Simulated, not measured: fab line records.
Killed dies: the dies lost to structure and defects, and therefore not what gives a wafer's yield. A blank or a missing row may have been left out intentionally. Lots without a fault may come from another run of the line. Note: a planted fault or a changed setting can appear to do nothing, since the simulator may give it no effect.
Chamber matching + flow sfq-line + SFQ_TRILAYER_I5_ETCH_VIA_ETCH_147 on rie-diel-02: 4 sister chambers
The step etches the open film in CHF3, stops on Nb, target depth 360 nm. 7 wafers are shown with their chamber, then 7 later ones without.

WAFERS, EACH WITH ITS CHAMBER
| wafer  | chamber | drypump-motor-current-A (A) | oes-product-au (a.u.) |
|--------|---------|-----------------------------|-----------------------|
| L213.3 | 3       | 5.3                         | 0.991                 |
| L213.5 | 3       | 5.3                         | 0.993                 |
| L213.6 | 0       | 6.0                         | 0.981                 |
| L217.1 | 0       | 6.0                         | 0.987                 |
| L217.6 | 2       | 5.7                         | 0.989                 |
| L222.2 | 1       | 6.6                         | 0.983                 |
| L222.5 | 1       | 6.7                         | 0.994                 |

WAFERS WITH NO CHAMBER GIVEN
| wafer  | drypump-motor-current-A (A) | oes-product-au (a.u.) |
|--------|-----------------------------|-----------------------|
| L222.6 | 5.8                         | 0.990                 |
| L224.2 | 5.3                         | 0.994                 |
| L224.3 | 6.0                         | 0.988                 |
| L224.4 | 6.6                         | 0.976                 |
| L226.1 | 5.3                         | 0.989                 |
| L226.4 | 5.7                         | 0.992                 |
| L226.6 | 5.7                         | 0.984                 |

EACH ONE'S CHAMBER
| wafer  | from the rows above | in truth |
|--------|---------------------|----------|
| L222.6 | 2                   | 2        |
| L224.2 | 3                   | 3        |
| L224.3 | 0                   | 0        |
| L224.4 | 1                   | 1        |
| L226.1 | 3                   | 3        |
| L226.4 | 2                   | 2        |
| L226.6 | 2                   | 2        |
Placed correctly: 7 of 7. Left unplaced by these rows: 0. 0 placed wrongly.
How it was worked out, from the rows above alone: a wafer's distance from a chamber is the root of the sum, over the readings, of the square of ((its reading less the chamber's mean) divided by the reading's scatter). If the next closest chamber is less than 2 further off than the closest, the wafer can't be placed; otherwise it belongs to the closest. A chamber's mean is the mean of its shown wafers. How the scatter is found: for the shown wafers, subtract from each reading the mean of its chamber, square and add these, divide the total by (wafers less chambers), then take the root.
